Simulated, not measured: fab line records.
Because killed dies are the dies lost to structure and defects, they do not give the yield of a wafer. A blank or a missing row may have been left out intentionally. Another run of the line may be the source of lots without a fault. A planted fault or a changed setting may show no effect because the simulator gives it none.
fab line records	flow sky130
record: lots: 6	wafers: 18	last_day: 48
route steps=708 shown LDD_P@263 LDD_HVN@267 LDD_HVP@278 LDD_LDN@289 SPACER@304 PAD_OPEN@708
lots with no fault: from the same line, run without faults
start_h: hours from the record's opening day to when the first of the lot's shown wafers began	wait_h: time in hours since the lot's previous step	" repeats the value in the row above	L1.1+2: several wafers, shown together as one row	- no value, or no start was given	* or withheld: withheld	< > ~ a bound
route shown NAME@n: NAME is a module with steps in the file, n the number in the route of the first one	usual: average and standard deviation across the fault-free wafers	same: alike in all rows	chamber/n: place in a boat	sites: the reading at each site	_std_site: their standard deviation	_edge_site: mean of outer sites minus mean of inner sites	radius_mm: for every site, how far away it sits from the centre of the wafer	mask NAME#n: copy n	behind: the tool/chamber that last shaped the wafer	hold: reason for holding the lot/hours on hold/outcome of the hold	device: transistor that didn't switch, given as n, p or np	end of line: the route-end tests of the same wafers	step lacking rows: just its recipe	killed: dies that structure and defects cost at the first sort, which is not the same as the wafer's yield	map: the dies of a wafer, with x for killed, . for not killed, _ for no die there
set.NAME: the setting the step ran with; set.NAME@STEP: the setting that earlier step ran with	model.NAME: the simulator's own value behind a step, which no gauge read
certain route steps with their lots: each step a table, each wafer a row
services: a tool's chamber out of use, with start hour (start_h, from the record's first day; less than 0 if before it), hours out, and reason
== steps ==
step: SKY_LDD_P_OVL_MEAS_08
usual: LDD_P_OVL: 0.7/1.2
lot.wafer	tool	chamber	start_h	wait_h	LDD_P_OVL[nm]
L438.4	overlay-01	-	425.49	0.1	0.3
L438.5	"	-	"	"	0.8
L438.6	"	-	"	"	-0.1
L443.1	overlay-02	-	468.53	0.1	0.6
L443.2	"	-	"	"	-0.1
L443.6	"	-	"	"	-1.7
L445.2	overlay-02	-	498.53	0.1	2.6
L445.4	"	-	"	"	0.3
L445.5	"	-	"	"	0.6
L447.3	overlay-02	-	518.49	0.1	0.2
L447.4	"	-	"	"	-1.0
L447.6	"	-	"	"	-0.4
L451.1	overlay-02	-	548.18	0.1	-0.8
L451.2	"	-	"	"	-0.5
L451.5	"	-	"	"	0.7
L452.2	overlay-01	-	554.38	0.1	0.6
L452.4	"	-	"	"	2.0
L452.5	"	-	"	"	1.2
step: SKY_LDD_P_IMPLANT_09
recipe: species: BF2	energy_kev: 25	dose_cm2: 1e+13	tilt_deg: withheld
step: SKY_LDD_P_STRIP_10
recipe: chemistry: O2/N2	power_w: 1400	pressure_mtorr: 1500	platen_temp_c: withheld	o2_flow_sccm: 3000	n2_flow_sccm: 300	overash_fraction: 0.5
usual: drypump_motor_current_A: 5.8/0.45	oes_product_au: 0.716/0.0046	strip_time_to_endpoint_s: 14.16/0.039
lot.wafer	tool	chamber	start_h	wait_h	drypump_motor_current_A	oes_product_au	rf_hours_counter_h	strip_time_to_endpoint_s
L438.4	plasma_asher-01	1	425.70	0.1	5.9	0.721	-	14.14
L438.5	"	1	"	"	5.9	0.719	-	14.13
L438.6	"	0	"	"	5.5	0.721	-	14.11
L443.1	plasma_asher-04	0	468.71	0.1	6.5	0.714	4	14.12
L443.2	"	1	"	"	6.0	0.728	4	14.15
L443.6	"	1	"	"	6.0	0.722	-	14.18
L445.2	plasma_asher-04	1	498.71	0.1	6.0	0.719	7	14.16
L445.4	"	0	"	"	6.5	0.709	-	14.16
L445.5	"	0	"	"	6.5	0.721	-	14.17
L447.3	plasma_asher-01	0	518.70	0.1	5.5	0.716	-	14.14
L447.4	"	1	"	"	5.9	0.713	-	14.14
L447.6	"	0	"	"	5.5	0.720	-	14.19
L451.1	plasma_asher-04	1	548.36	0.1	5.9	0.713	12	14.16
L451.2	"	0	"	"	6.5	0.714	12	14.14
L451.5	"	0	"	"	6.4	0.721	-	14.16
L452.2	plasma_asher-01	1	554.56	0.1	6.0	0.714	84	14.15
L452.4	"	0	"	"	5.6	0.711	-	14.19
L452.5	"	1	"	"	5.9	0.702	-	14.17
step: SKY_LDD_P_TW_MEAS_11
usual: LDD_P_TW: 637/3.6
lot.wafer	tool	chamber	start_h	wait_h	LDD_P_TW
L438.4	film_metro-03	-	425.79	0.1	637
L438.5	"	-	"	"	639
L438.6	"	-	"	"	631
L443.1	film_metro-03	-	468.81	0.1	638
L443.2	"	-	"	"	640
L443.6	"	-	"	"	638
L445.2	film_metro-01	-	498.82	0.1	638
L445.4	"	-	"	"	637
L445.5	"	-	"	"	639
L447.3	film_metro-04	-	518.78	0.1	633
L447.4	"	-	"	"	631
L447.6	"	-	"	"	632
L451.1	film_metro-01	-	548.46	0.1	638
L451.2	"	-	"	"	639
L451.5	"	-	"	"	637
L452.2	film_metro-01	-	554.72	0.1	639
L452.4	"	-	"	"	640
L452.5	"	-	"	"	637
step: SKY_LDD_HVN_DEHYDRATE_00
recipe: temp_c: 200	time_s: 60
step: SKY_LDD_HVN_HMDS_01
recipe: prime_time_s: 60	prime_temp_c: 120
step: SKY_LDD_HVN_COAT_02
recipe: resist: NOVOLAK	spin_rpm: 3021	resist_thk_nm: 300
step: SKY_LDD_HVN_SOFTBAKE_03
recipe: temp_c: 90	time_s: 60	resist: NOVOLAK
step: SKY_LDD_HVN_EXPOSE_04
recipe: mask_id: HVNTM	na: 0.6	source_shape: conventional	sigma_outer: 0.6	polarization: unpolarized	target_cd_nm: 700	dose_mj: 127
step: SKY_LDD_HVN_PEB_05
recipe: temp_c: withheld	time_s: *	resist: NOVOLAK
step: SKY_LDD_HVN_DEVELOP_06
recipe: resist: NOVOLAK	developer: TMAH	develop_time_s: 60	dev_temp_c: 23
step: SKY_LDD_HVN_OVL_MEAS_07
usual: LDD_HVN_OVL: 1.4/1.3
lot.wafer	tool	chamber	start_h	wait_h	LDD_HVN_OVL[nm]
L438.4	overlay-01	-	456.49	0.1	1.7
L438.5	"	-	"	"	0.5
L438.6	"	-	"	"	1.8
L443.1	overlay-01	-	499.57	0.1	2.6
L443.2	"	-	"	"	1.6
L443.6	"	-	"	"	-0.3
L445.2	overlay-02	-	528.86	0.1	1.4
L445.4	"	-	"	"	3.4
L445.5	"	-	"	"	1.9
L447.3	overlay-01	-	548.37	0.1	-0.6
L447.4	"	-	"	"	-1.9
L447.6	"	-	"	"	-0.7
L451.1	overlay-01	-	576.97	0.1	1.5
L451.2	"	-	"	"	0.0
L451.5	"	-	"	"	-0.1
L452.2	overlay-01	-	583.66	0.1	4.3
L452.4	"	-	"	"	2.1
L452.5	"	-	"	"	3.6
step: SKY_LDD_HVN_IMPLANT_08
recipe: species: P	energy_kev: 60	dose_cm2: 3e+13	tilt_deg: 40
lot.wafer	tool	chamber	start_h	wait_h
L438.4+5+6	implanter-01	0	456.58	0.1
L443.1+2+6	implanter-01	0	499.61	0.0
L445.2+4+5	implanter-01	0	528.92	0.0
L447.3+4+6	implanter-01	0	548.44	0.1
L451.1+2+5	implanter-01	0	577.01	0.0
L452.2+4+5	implanter-01	0	583.72	0.0
step: SKY_LDD_HVN_STRIP_09
recipe: chemistry: O2/N2	power_w: 1400	pressure_mtorr: 1500	platen_temp_c: withheld	o2_flow_sccm: 3000	n2_flow_sccm: 300	overash_fraction: 0.5
usual: drypump_motor_current_A: 6.0/0.4	oes_product_au: 0.407/0.0045	strip_time_to_endpoint_s: 4.111/0.013
lot.wafer	tool	chamber	start_h	wait_h	drypump_motor_current_A	oes_product_au	rf_hours_counter_h	strip_time_to_endpoint_s
L438.4	plasma_asher-03	1	456.69	0.1	5.5	0.413	-	4.108
L438.5	"	1	"	"	5.5	0.408	-	4.126
L438.6	"	0	"	"	6.5	0.403	-	4.142
L443.1	plasma_asher-03	1	499.76	0.1	5.5	0.413	69	4.112
L443.2	"	0	"	"	6.5	0.410	69	4.105
L443.6	"	1	"	"	5.5	0.405	-	4.117
L445.2	plasma_asher-04	0	529.04	0.1	6.5	0.404	10	4.107
L445.4	"	1	"	"	5.9	0.406	-	4.096
L445.5	"	0	"	"	6.5	0.406	-	4.104
L447.3	plasma_asher-03	0	548.58	0.1	6.5	0.406	-	4.139
L447.4	"	1	"	"	5.5	0.409	-	4.123
L447.6	"	0	"	"	6.5	0.401	-	4.121
L451.1	plasma_asher-01	0	577.16	0.1	5.5	0.406	87	4.097
L451.2	"	1	"	"	6.0	0.410	87	4.098
L451.5	"	0	"	"	5.5	0.405	-	4.122
L452.2	plasma_asher-04	1	583.84	0.1	6.0	0.407	16	4.084
L452.4	"	0	"	"	6.5	0.403	-	4.099
L452.5	"	0	"	"	6.4	0.403	-	4.093
step: SKY_LDD_HVN_TW_MEAS_10
usual: LDD_HVN_TW: 1448/16
lot.wafer	tool	chamber	start_h	wait_h	LDD_HVN_TW
L438.4	film_metro-02	-	456.79	0.1	1466
L438.5	"	-	"	"	1473
L438.6	"	-	"	"	1468
L443.1	film_metro-02	-	499.86	0.1	1453
L443.2	"	-	"	"	1455
L443.6	"	-	"	"	1459
L445.2	film_metro-01	-	529.15	0.1	1445
L445.4	"	-	"	"	1443
L445.5	"	-	"	"	1444
L447.3	film_metro-04	-	548.66	0.1	1435
L447.4	"	-	"	"	1431
L447.6	"	-	"	"	1424
L451.1	film_metro-02	-	577.26	0.1	1448
L451.2	"	-	"	"	1455
L451.5	"	-	"	"	1456
L452.2	film_metro-02	-	583.95	0.1	1458
L452.4	"	-	"	"	1448
L452.5	"	-	"	"	1456
step: SKY_LDD_HVP_DEHYDRATE_00
recipe: temp_c: 200	time_s: 60
step: SKY_LDD_HVP_HMDS_01
recipe: prime_time_s: 60	prime_temp_c: 120
step: SKY_LDD_HVP_COAT_02
recipe: resist: NOVOLAK	spin_rpm: 3000	resist_thk_nm: 300
step: SKY_LDD_HVP_SOFTBAKE_03
recipe: temp_c: 90	time_s: 60	resist: NOVOLAK
step: SKY_LDD_HVP_EXPOSE_04
recipe: mask_id: HVPTM	na: 0.6	source_shape: conventional	sigma_outer: 0.6	polarization: unpolarized	target_cd_nm: 700	dose_mj: 86
step: SKY_LDD_HVP_PEB_05
recipe: temp_c: withheld	time_s: *	resist: NOVOLAK
step: SKY_LDD_HVP_DEVELOP_06
recipe: resist: NOVOLAK	developer: TMAH	develop_time_s: 60	dev_temp_c: 23
step: SKY_LDD_HVP_OVL_MEAS_07
usual: LDD_HVP_OVL: -0.4/1.3
lot.wafer	tool	chamber	start_h	wait_h	LDD_HVP_OVL[nm]
L438.4	overlay-02	-	487.39	0.1	-1.6
L438.5	"	-	"	"	-2.3
L438.6	"	-	"	"	-2.4
L443.1	overlay-02	-	530.66	0.1	1.0
L443.2	"	-	"	"	0.0
L443.6	"	-	"	"	0.7
L445.2	overlay-01	-	558.13	0.1	-1.2
L445.4	"	-	"	"	-0.5
L445.5	"	-	"	"	0.4
L447.3	overlay-02	-	578.12	0.1	1.5
L447.4	"	-	"	"	1.2
L447.6	"	-	"	"	0.1
L451.1	overlay-01	-	606.86	0.1	-2.2
L451.2	"	-	"	"	-1.5
L451.5	"	-	"	"	-3.5
L452.2	overlay-01	-	613.07	0.1	1.9
L452.4	"	-	"	"	1.4
L452.5	"	-	"	"	0.9
step: SKY_LDD_HVP_IMPLANT_08
recipe: species: B	energy_kev: 20	dose_cm2: 1.7e+13	tilt_deg: 17.9
step: SKY_LDD_HVP_STRIP_09
recipe: chemistry: O2/N2	power_w: 1400	pressure_mtorr: 1500	platen_temp_c: withheld	o2_flow_sccm: 3000	n2_flow_sccm: 300	overash_fraction: 0.5
usual: drypump_motor_current_A: 5.7/0.51	oes_product_au: 0.408/0.005	strip_time_to_endpoint_s: 4.131/0.016
lot.wafer	tool	chamber	start_h	wait_h	drypump_motor_current_A	oes_product_au	rf_hours_counter_h	strip_time_to_endpoint_s
L438.4	plasma_asher-03	0	487.59	0.1	6.5	0.398	-	4.114
L438.5	"	0	"	"	6.5	0.417	-	4.128
L438.6	"	1	"	"	5.5	0.404	-	4.126
L443.1	plasma_asher-02	1	530.85	0.1	4.9	0.399	43	4.111
L443.2	"	0	"	"	5.7	0.413	43	4.122
L443.6	"	1	"	"	4.9	0.402	-	4.132
L445.2	plasma_asher-02	0	558.31	0.1	5.7	0.416	46	4.124
L445.4	"	0	"	"	5.7	0.407	-	4.120
L445.5	"	1	"	"	4.9	0.416	-	4.118
L447.3	plasma_asher-03	1	578.33	0.1	5.5	0.409	-	4.127
L447.4	"	0	"	"	6.5	0.417	-	4.119
L447.6	"	0	"	"	6.5	0.406	-	4.118
L451.1	plasma_asher-02	0	607.04	0.1	5.7	0.412	50	4.106
L451.2	"	1	"	"	4.9	0.409	50	4.115
L451.5	"	1	"	"	4.9	0.418	-	4.107
L452.2	plasma_asher-01	1	613.25	0.1	5.9	0.409	90	4.149
L452.4	"	0	"	"	5.5	0.409	-	4.141
L452.5	"	0	"	"	5.5	0.407	-	4.144
step: SKY_LDD_HVP_TW_MEAS_10
usual: LDD_HVP_TW: 460/5.5
lot.wafer	tool	chamber	start_h	wait_h	LDD_HVP_TW
L438.4	film_metro-04	-	487.69	0.1	452
L438.5	"	-	"	"	453
L438.6	"	-	"	"	452
L443.1	film_metro-02	-	530.95	0.1	467
L443.2	"	-	"	"	465
L443.6	"	-	"	"	467
L445.2	film_metro-02	-	558.42	0.1	468
L445.4	"	-	"	"	469
L445.5	"	-	"	"	467
L447.3	film_metro-04	-	578.42	0.1	451
L447.4	"	-	"	"	451
L447.6	"	-	"	"	453
L451.1	film_metro-03	-	607.14	0.1	458
L451.2	"	-	"	"	459
L451.5	"	-	"	"	458
L452.2	film_metro-02	-	613.36	0.1	466
L452.4	"	-	"	"	465
L452.5	"	-	"	"	463
step: SKY_LDD_LDN_DEHYDRATE_00
recipe: temp_c: 200	time_s: 60
step: SKY_LDD_LDN_HMDS_01
recipe: prime_time_s: 60	prime_temp_c: 120
step: SKY_LDD_LDN_COAT_02
recipe: resist: NOVOLAK	spin_rpm: 3000	resist_thk_nm: 1158
step: SKY_LDD_LDN_SOFTBAKE_03
recipe: temp_c: 90	time_s: 60	resist: NOVOLAK
step: SKY_LDD_LDN_EXPOSE_04
recipe: mask_id: LDNTM	na: 0.6	source_shape: conventional	sigma_outer: 0.6	polarization: unpolarized	target_cd_nm: 700	dose_mj: 140
step: SKY_LDD_LDN_PEB_05
recipe: temp_c: withheld	time_s: *	resist: NOVOLAK
step: SKY_LDD_LDN_DEVELOP_06
recipe: resist: NOVOLAK	developer: TMAH	develop_time_s: 60	dev_temp_c: 23
step: SKY_LDD_LDN_OVL_MEAS_07
usual: LDD_LDN_OVL: -0.7/1.2
lot.wafer	tool	chamber	start_h	wait_h	LDD_LDN_OVL[nm]
L438.4	overlay-02	-	518.69	0.1	-0.8
L438.5	"	-	"	"	-1.5
L438.6	"	-	"	"	0.0
L443.1	overlay-01	-	559.16	0.1	-0.5
L443.2	"	-	"	"	-1.8
L443.6	"	-	"	"	0.7
L445.2	overlay-02	-	587.28	0.1	-0.6
L445.4	"	-	"	"	0.1
L445.5	"	-	"	"	-0.6
L447.3	overlay-02	-	607.82	0.1	-2.9
L447.4	"	-	"	"	-1.6
L447.6	"	-	"	"	-1.2
L451.1	overlay-01	-	635.61	0.1	0.5
L451.2	"	-	"	"	-1.5
L451.5	"	-	"	"	-1.7
L452.2	overlay-02	-	641.27	0.1	-0.6
L452.4	"	-	"	"	-0.3
L452.5	"	-	"	"	-1.1
step: SKY_LDD_LDN_IMPLANT_08
recipe: species: As	energy_kev: 15	dose_cm2: 1.25e+13	tilt_deg: withheld	rotation_deg: 23
step: SKY_LDD_LDN_IMPLANT_09
recipe: species: As	energy_kev: 15	dose_cm2: 1.25e+13	tilt_deg: withheld	rotation_deg: 113
step: SKY_LDD_LDN_IMPLANT_10
recipe: species: As	energy_kev: 15	dose_cm2: 1.25e+13	tilt_deg: withheld	rotation_deg: 203
step: SKY_LDD_LDN_IMPLANT_11
recipe: species: As	energy_kev: 15	dose_cm2: 1.25e+13	tilt_deg: withheld	rotation_deg: 293
step: SKY_LDD_LDN_STRIP_12
recipe: chemistry: O2/N2	power_w: 1400	pressure_mtorr: 1500	platen_temp_c: withheld	o2_flow_sccm: 3000	n2_flow_sccm: 300	overash_fraction: 0.5
usual: drypump_motor_current_A: 5.9/0.56	oes_product_au: 0.715/0.0045	strip_time_to_endpoint_s: 14.36/0.036
lot.wafer	tool	chamber	start_h	wait_h	drypump_motor_current_A	oes_product_au	rf_hours_counter_h	strip_time_to_endpoint_s
L438.4	plasma_asher-03	0	519.34	0.1	6.5	0.719	-	14.40
L438.5	"	1	"	"	5.5	0.712	-	14.36
L438.6	"	0	"	"	6.5	0.716	-	14.33
L443.1	plasma_asher-03	0	559.80	0.1	6.5	0.714	75	14.30
L443.2	"	1	"	"	5.5	0.719	75	14.32
L443.6	"	1	"	"	5.5	0.720	-	14.37
L445.2	plasma_asher-03	1	587.91	0.1	5.5	0.719	78	14.30
L445.4	"	0	"	"	6.5	0.713	-	14.31
L445.5	"	1	"	"	5.5	0.719	-	14.33
L447.3	plasma_asher-02	0	608.48	0.1	5.7	0.716	-	14.34
L447.4	"	1	"	"	4.9	0.711	-	14.36
L447.6	"	1	"	"	4.9	0.719	-	14.40
L451.1	plasma_asher-04	0	641.49	0.1	6.5	0.718	21	14.40
L451.2	"	1	"	"	5.9	0.716	21	14.41
L451.5	"	1	"	"	6.0	0.721	-	14.42
L452.2	plasma_asher-02	1	641.90	0.1	4.9	0.722	54	14.36
L452.4	"	1	"	"	4.9	0.709	-	14.35
L452.5	"	0	"	"	5.7	0.712	-	14.40
step: SKY_LDD_LDN_TW_MEAS_13
usual: LDD_LDN_TW: 1491/16
lot.wafer	tool	chamber	start_h	wait_h	LDD_LDN_TW
L438.4	film_metro-01	-	519.44	0.1	1498
L438.5	"	-	"	"	1495
L438.6	"	-	"	"	1491
L443.1	film_metro-01	-	559.90	0.1	1481
L443.2	"	-	"	"	1486
L443.6	"	-	"	"	1493
L445.2	film_metro-03	-	588.02	0.1	1473
L445.4	"	-	"	"	1477
L445.5	"	-	"	"	1470
L447.3	film_metro-03	-	608.56	0.1	1490
L447.4	"	-	"	"	1486
L447.6	"	-	"	"	1499
L451.1	film_metro-03	-	641.59	0.1	1477
L451.2	"	-	"	"	1477
L451.5	"	-	"	"	1479
L452.2	film_metro-02	-	642.01	0.1	1511
L452.4	"	-	"	"	1505
L452.5	"	-	"	"	1506
step: SKY_LDD_LDN_CLEAN_14
recipe: chemistry: SC1/SC2	mix: 1:4:20	temp_c: 70	time_s: 150	dry: n2_spin
step: SKY_SPACER_CVD_00
recipe: material: Si3N4	precursor: DCS/NH3	target_thk_nm: 43.1	temp_c: 770	time_s: 740	pressure_mtorr: 250
step: SKY_PAD_OPEN_PROBE_99
usual: killed_at_M0_to_M3: 44/6.8	killed_at_M4_up: 2.9/1.9	killed_at_contacts: 24/5.2	killed_at_front_end: 16/4.1	killed_at_other: 0.4/0.74	killed_dies: 88/9.1	killed_open: 48/7.2	killed_short: 39/5.6
same: gross_dies: 492	killed_at_back_side: 0
lot.wafer	tool	chamber	start_h	wait_h	killed_at_M0_to_M3	killed_at_M4_up	killed_at_contacts	killed_at_front_end	killed_at_other	killed_dies	killed_open	killed_short	model.etest.tip_n_5v.rs_ohm_sq_range
L438.4	prober-02	-	1069.83	0.2	34	1	15	12	1	63	32	31	19.13
L438.5	prober-02	-	1069.88	0.2	39	5	20	13	1	78	40	38	37.89
L438.6	prober-02	-	1069.93	0.2	41	5	15	7	0	68	37	30	41.62
L443.1	prober-02	-	1094.99	0.1	53	3	16	12	2	86	35	49	33.3
L443.2	prober-02	-	1095.04	0.1	43	4	23	13	2	85	47	38	29.51
L443.6	prober-02	-	1095.24	0.2	51	7	14	18	2	92	39	52	23.68
L445.2	prober-01	-	1126.93	0.1	47	1	24	23	0	95	55	40	30.72
L445.4	prober-01	-	1127.03	0.2	44	0	21	18	0	83	48	35	30.78
L445.5	prober-01	-	1127.08	0.2	42	0	34	19	0	95	58	36	24.27
L447.3	prober-02	-	1132.05	0.2	39	1	19	16	0	75	41	34	29.63
L447.4	prober-02	-	1132.10	0.2	34	2	32	14	0	82	42	39	42.56
L447.6	prober-02	-	1132.20	0.2	42	1	18	18	0	79	42	37	26.79
L451.1	prober-01	-	1152.79	0.1	48	4	20	11	0	83	49	34	173.6
L451.2	prober-01	-	1152.84	0.1	42	1	20	19	0	82	50	32	190
L451.5	prober-01	-	1152.99	0.2	39	5	14	21	1	80	40	40	171
L452.2	prober-02	-	1153.39	0.1	37	1	33	20	0	91	53	37	179.6
L452.4	prober-02	-	1153.49	0.2	43	0	20	17	0	80	55	25	181.6
L452.5	prober-02	-	1153.54	0.2	43	3	29	10	0	85	47	38	192
killed by level:class
L438.4 CONTACT:geometric_particle:open=8 VIA1:geometric_particle:open=6 VIA2:geometric_particle:short=6 FIELD_ISO:geometric_particle:short=5 VIA3:geometric_particle:open=5 LI_CONTACT:geometric_particle:open=4 VIA1:geometric_particle:short=3 VIA2:geometric_particle:open=3
L438.5 VIA1:geometric_particle:open=10 CONTACT:geometric_particle:open=8 METAL1:geometric_particle:short=7 LI_CONTACT:geometric_particle:open=6 VIA2:geometric_particle:open=5 METAL2:geometric_particle:short=5 METAL4:geometric_particle:short=4 SPACER:geometric_particle:short=3
L438.6 VIA1:geometric_particle:open=12 CONTACT:geometric_particle:open=8 METAL2:geometric_particle:short=7 VIA3:geometric_particle:open=7 CONTACT:geometric_particle:short=4 VIA1:geometric_particle:short=3 VIA2:geometric_particle:open=3 VIA3:geometric_particle:short=3
L443.1 METAL2:geometric_particle:short=15 VIA1:geometric_particle:open=13 CONTACT:geometric_particle:short=6 POLY_GATE:geometric_particle:open=5 LOCAL_INTERCONNECT:geometric_particle:short=5 METAL1:geometric_particle:short=5 VIA3:geometric_particle:open=5 VIA1:geometric_particle:short=3
L443.2 VIA1:geometric_particle:open=12 CONTACT:geometric_particle:open=9 METAL1:geometric_particle:short=6 POLY_GATE:geometric_particle:short=5 SPACER:geometric_particle:open=5 LI_CONTACT:geometric_particle:open=5 VIA2:geometric_particle:open=4 VIA1:geometric_particle:short=4
L443.6 VIA1:geometric_particle:open=10 METAL2:geometric_particle:short=10 VIA1:geometric_particle:short=7 CONTACT:geometric_particle:open=6 POLY_GATE:geometric_particle:short=5 LOCAL_INTERCONNECT:geometric_particle:short=4 VIA2:geometric_particle:short=4 VIA2:geometric_particle:open=4
L445.2 VIA1:geometric_particle:open=16 CONTACT:geometric_particle:open=13 VIA1:geometric_particle:short=8 POLY_GATE:geometric_particle:short=7 LI_CONTACT:geometric_particle:open=5 POLY_GATE:geometric_particle:open=5 FIELD_ISO:geometric_particle:open=4 METAL2:geometric_particle:short=4
L445.4 VIA1:geometric_particle:open=12 CONTACT:geometric_particle:open=7 VIA2:geometric_particle:open=7 VIA3:geometric_particle:open=7 POLY_GATE:geometric_particle:short=5 LI_CONTACT:geometric_particle:open=5 LOCAL_INTERCONNECT:geometric_particle:short=5 FIELD_ISO:geometric_particle:open=4
L445.5 CONTACT:geometric_particle:open=12 LI_CONTACT:geometric_particle:open=11 VIA1:geometric_particle:open=10 CONTACT:geometric_particle:short=7 VIA3:geometric_particle:open=7 FIELD_ISO:geometric_particle:short=6 POLY_GATE:geometric_particle:open=5 VIA2:geometric_particle:open=5
L447.3 VIA3:geometric_particle:open=9 VIA1:geometric_particle:open=9 LI_CONTACT:geometric_particle:open=6 METAL1:geometric_particle:short=5 FIELD_ISO:geometric_particle:short=4 VIA1:geometric_particle:short=4 CONTACT:geometric_particle:open=4 POLY_GATE:geometric_particle:open=3
L447.4 CONTACT:geometric_particle:open=15 VIA1:geometric_particle:open=7 LI_CONTACT:geometric_particle:open=7 FIELD_ISO:geometric_particle:short=6 METAL1:geometric_particle:short=5 LOCAL_INTERCONNECT:geometric_particle:short=5 VIA3:geometric_particle:open=5 VIA2:geometric_particle:open=4
L447.6 VIA1:geometric_particle:open=9 LI_CONTACT:geometric_particle:open=6 LOCAL_INTERCONNECT:geometric_particle:short=6 VIA2:geometric_particle:open=6 VIA3:geometric_particle:open=6 FIELD_ISO:geometric_particle:open=5 METAL2:geometric_particle:short=5 FIELD_ISO:geometric_particle:short=4
L451.1 VIA1:geometric_particle:open=12 METAL1:geometric_particle:short=9 CONTACT:geometric_particle:open=8 VIA3:geometric_particle:open=8 VIA2:geometric_particle:open=5 FIELD_ISO:geometric_particle:short=4 LI_CONTACT:geometric_particle:open=4 METAL2:geometric_particle:short=4
L451.2 CONTACT:geometric_particle:open=13 POLY_GATE:geometric_particle:open=7 VIA1:geometric_particle:open=7 VIA1:geometric_particle:short=6 METAL1:geometric_particle:short=6 VIA2:geometric_particle:open=6 VIA3:geometric_particle:open=5 FIELD_ISO:geometric_particle:open=4
L451.5 VIA1:geometric_particle:open=13 FIELD_ISO:geometric_particle:short=6 VIA2:geometric_particle:open=6 FIELD_ISO:geometric_particle:open=5 CONTACT:geometric_particle:short=5 VIA3:geometric_particle:open=5 VIA2:geometric_particle:short=4 METAL4:geometric_particle:short=4
L452.2 CONTACT:geometric_particle:open=14 LI_CONTACT:geometric_particle:open=9 FIELD_ISO:geometric_particle:open=8 VIA1:geometric_particle:open=7 METAL1:geometric_particle:short=6 METAL3:geometric_particle:short=5 VIA3:geometric_particle:open=4 LOCAL_INTERCONNECT:geometric_particle:short=4
L452.4 VIA1:geometric_particle:open=18 CONTACT:geometric_particle:open=12 VIA3:geometric_particle:open=9 FIELD_ISO:geometric_particle:open=4 POLY_GATE:geometric_particle:open=4 POLY_GATE:geometric_particle:short=4 METAL1:geometric_particle:short=4 VIA1:geometric_particle:short=4
L452.5 VIA3:geometric_particle:open=12 VIA1:geometric_particle:open=12 CONTACT:geometric_particle:open=8 LI_CONTACT:geometric_particle:open=6 LOCAL_INTERCONNECT:geometric_particle:short=6 METAL1:geometric_particle:short=6 POLY_GATE:geometric_particle:short=5 LI_CONTACT:geometric_particle:short=5
== services ==
tool	chamber	start_h	hours	kind
plasma_asher-04	-	405.42	1.8	repair
plasma_asher-04	-	421.25	9.0	pm
plasma_asher-04	0	421.25	9.0	vent_cycle
plasma_asher-04	1	421.25	9.0	vent_cycle
plasma_asher-04	0	430.25	-	clean
plasma_asher-04	1	430.25	-	clean
plasma_asher-03	-	443.10	3.8	repair
plasma_asher-01	-	453.39	2.4	repair
plasma_asher-01	-	470.93	2.8	pm
plasma_asher-02	-	479.13	0.7	repair
plasma_asher-03	-	494.85	0.6	repair
implanter-01	-	506.60	1.6	repair
implanter-01	-	536.94	5.2	pm
implanter-01	-	562.01	5.3	pm
implanter-01	-	570.26	3.4	repair
implanter-01	-	593.12	1.1	repair
plasma_asher-04	-	595.26	1.8	repair
implanter-01	-	608.50	22.8	pm
plasma_asher-04	-	614.38	3.8	repair
== key ==
first_sign none at tools or gauges
model_effect: step: SKY_PAD_OPEN_PROBE_99	value: etest.tip_n_5v.rs_ohm_sq_range	without: 23.69	struck: 181.3
met_at SKY_LDD_HVN_IMPLANT_08
struck_wafers L451.1,L451.2,L451.5,L452.2,L452.4,L452.5
tester_left_out L451,L452
onset_between 548.44 577.01
also_fits time
fault: kind: process_parameter_drift	tool: implanter-01	chamber: -	onset_h: 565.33	steps: SKY_LDD_HVN_IMPLANT_08	channel: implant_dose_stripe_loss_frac	offset: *	shape: step	end_h: 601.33
tester_left_out: of these lots the tester's yield and bins aren't shown, on N5 and GAA mostly nor the transistor test; their killed dies are dies lost to structure and defects alone, not to doping, threshold or leakage, so they don't give the yield
